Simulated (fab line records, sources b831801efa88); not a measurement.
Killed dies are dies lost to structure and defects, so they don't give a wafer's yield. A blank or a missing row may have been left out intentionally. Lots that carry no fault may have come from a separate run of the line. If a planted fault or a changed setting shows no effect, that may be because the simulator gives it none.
Which tool was responsible? | flow sky130 | 13 lots with 39 wafers sampled at 5 steps, on a route of 708 steps

WHAT THE GAUGES SHOWED, per wafer
SKY_VT_ADJUST_HVTR_TW_MEAS_11.
lot  | measured     | on            | VT_ADJUST_HVTR_TW
L588 | day 9 15:58  | film metro-01 | 210.5 212.2 211.2
L589 | day 9 20:48  | film metro-03 | 207.8 207.6 207.5
L595 | day 11 17:24 | film metro-04 | 117.9 116.5 115.7
L596 | day 12 01:21 | film metro-01 | 116.6 115.2 115.6
L600 | day 13 03:54 | film metro-03 | 207.3 208.4 207.5
L604 | day 14 05:35 | film metro-01 | 211.9 212.0 212.5
L605 | day 14 12:26 | film metro-01 | 210.9 212.7 211.5
L606 | day 14 20:18 | film metro-03 | 208.6 209.2 208.3
L607 | day 15 03:31 | film metro-04 | 210.1 211.6 210.6
L608 | day 15 10:15 | film metro-04 | 210.6 210.4 211.9
L609 | day 15 19:22 | film metro-01 | 211.0 210.2 211.1
L610 | day 16 01:11 | film metro-04 | 210.2 209.2 209.8
L611 | day 16 04:55 | film metro-03 | 208.5 208.3 207.5

SKY_VT_ADJUST_PCH_TW_MEAS_10.
lot  | measured     | on            | VT_ADJUST_PCH_TW
L588 | day 10 14:52 | film metro-03 | 142.1 141.7 142.2
L589 | day 10 19:16 | film metro-03 | 142.2 142.6 141.2
L595 | day 12 18:25 | film metro-02 | 141.5 141.7 142.0
L596 | day 13 02:14 | film metro-04 | 141.7 142.0 142.5
L600 | day 14 04:28 | film metro-03 | 140.3 140.7 140.2
L604 | day 15 06:19 | film metro-03 | 141.2 140.3 140.7
L605 | day 15 13:13 | film metro-04 | 142.5 142.8 142.8
L606 | day 15 20:59 | film metro-03 | 141.0 140.4 140.6
L607 | day 16 05:25 | film metro-03 | 141.5 141.7 142.0
L608 | day 16 13:32 | film metro-02 | 141.3 141.7 141.3
L609 | day 16 23:25 | film metro-02 | 141.2 140.8 140.3
L610 | day 17 04:58 | film metro-02 | 141.1 141.1 141.7
L611 | day 17 08:49 | film metro-02 | 141.6 141.4 141.1

SKY_SONOS_ONO_THK_MEAS_01.
lot  | measured     | on            | SONOS_ONO_OXIDATION_THK (nm)
L588 | day 11 15:52 | film metro-01 | 2.64 2.62 2.68
L589 | day 11 20:20 | film metro-03 | 2.76 2.70 2.65
L595 | day 13 21:17 | film metro-03 | 2.65 2.67 2.63
L596 | day 14 08:28 | film metro-03 | 2.66 2.65 2.65
L600 | day 15 10:44 | film metro-02 | 2.54 2.66 2.53
L604 | day 16 13:54 | film metro-03 | 2.61 2.68 2.65
L605 | day 16 19:26 | film metro-03 | 2.68 2.73 2.68
L606 | day 17 06:46 | film metro-03 | 2.59 2.62 2.61
L607 | day 17 12:10 | film metro-03 | 2.59 2.62 2.60
L608 | day 17 19:34 | film metro-01 | 2.58 2.58 2.53
L609 | day 18 06:07 | film metro-01 | 2.54 2.59 2.62
L610 | day 18 12:25 | film metro-01 | 2.58 2.55 2.59
L611 | day 18 15:49 | film metro-03 | 2.68 2.65 2.60

SKY_SONOS_ONO_THK_MEAS_05.
lot  | measured     | on            | SONOS_ONO_CVD_04_THK (nm)
L588 | day 11 20:07 | film metro-02 | 5.72 5.84 5.86
L589 | day 11 22:58 | film metro-01 | 5.92 6.04 6.06
L595 | day 13 23:46 | film metro-02 | 5.90 5.91 6.00
L596 | day 14 10:53 | film metro-01 | 5.53 5.63 5.77
L600 | day 15 14:25 | film metro-02 | 5.93 5.83 5.86
L604 | day 16 16:46 | film metro-03 | 5.83 5.69 5.73
L605 | day 16 22:05 | film metro-02 | 5.82 5.81 5.81
L606 | day 17 09:27 | film metro-03 | 5.84 5.82 5.76
L607 | day 17 14:50 | film metro-02 | 5.92 6.02 5.96
L608 | day 17 22:26 | film metro-01 | 5.61 5.67 5.63
L609 | day 18 11:32 | film metro-01 | 5.67 5.77 5.80
L610 | day 18 14:50 | film metro-02 | 5.76 5.66 5.75
L611 | day 18 18:14 | film metro-02 | 5.90 5.75 5.91

WHICH TOOL RAN EACH LOT (tool, then ch and the chambers of the sampled wafers, then the start)
lot  | SKY_VT_ADJUST_HVTR_IMPLANT_09
L588 | implanter-01 ch 0, day 9 15:43
L589 | implanter-04 ch 0, day 9 20:34
L595 | implanter-02 ch 0, day 11 17:10
L596 | implanter-02 ch 0, day 12 01:07
L600 | implanter-04 ch 0, day 13 03:40
L604 | implanter-01 ch 0, day 14 05:20
L605 | implanter-01 ch 0, day 14 12:11
L606 | implanter-02 ch 0, day 14 20:04
L607 | implanter-02 ch 0, day 15 03:16
L608 | implanter-02 ch 0, day 15 10:01
L609 | implanter-02 ch 0, day 15 19:05
L610 | implanter-02 ch 0, day 16 00:56
L611 | implanter-04 ch 0, day 16 04:40
- SKY_VT_ADJUST_HVTR_IMPLANT_09

AS READ BY THE TOOLS THEMSELVES (means over the sampled wafers that have a number; for cases with no such wafer, the mark the record gives instead)
SKY_VT_ADJUST_HVTR_IMPLANT_09.
lot  | tool         | dose ions cm2 | faraday current uA
L588 | implanter-01 | 2.0971e+12    | 11.72
L589 | implanter-04 | 2.0997e+12    | 11.71
L595 | implanter-02 | 2.0913e+11    | 1.18
L596 | implanter-02 | 2.1073e+11    | 1.19
L600 | implanter-04 | 2.1001e+12    | 11.84
L604 | implanter-01 | 2.1010e+12    | 11.87
L605 | implanter-01 | 2.1003e+12    | 11.78
L606 | implanter-02 | 2.1002e+12    | 11.95
L607 | implanter-02 | 2.1002e+12    | 11.82
L608 | implanter-02 | 2.1028e+12    | 11.95
L609 | implanter-02 | 2.1015e+12    | 11.77
L610 | implanter-02 | 2.1011e+12    | 11.83
L611 | implanter-04 | 2.0983e+12    | 11.86

THE ANSWER, worked out from the rows above alone
Rule: usual is defined by the lots themselves. Put in order of their means at a reading, lots are off if they are a third of the lots or fewer, leave a main group of 4 or more, and stand apart from it by a gap of 3 or more times the standard deviation of the main group's means; of several such gaps the widest counts. Not used: any main group whose means are identical at the precision the tables above print for the reading. Also off: a lot with no number at a reading for which 4 or more lots have one. Where the step has rows for the other lots, those lots are counted as sound. The gauges are gone through in route order, then the tools' own readings, and for those a lot's mean is taken as printed above. At the first step where some lot is off, the reading lying furthest off is the one used; lots without a number count as furthest.
Off: L595, L596, at SKY_VT_ADJUST_HVTR_TW_MEAS_11 (VT_ADJUST_HVTR_TW). Mean 210.0 and standard deviation 1.6 in the main group.
If a tool, at a process step before that reading, ran all the lots that are off and no sound lot after the first of them, it fits. Not tried: the gauges at SKY_VT_ADJUST_HVTR_TW_MEAS_11; whatever is off there is also off at SKY_VT_ADJUST_HVTR_IMPLANT_09, on other tools, and gauge error can't account for it. None of those tried fits.

WHAT THE SIMULATOR HAD INSERTED
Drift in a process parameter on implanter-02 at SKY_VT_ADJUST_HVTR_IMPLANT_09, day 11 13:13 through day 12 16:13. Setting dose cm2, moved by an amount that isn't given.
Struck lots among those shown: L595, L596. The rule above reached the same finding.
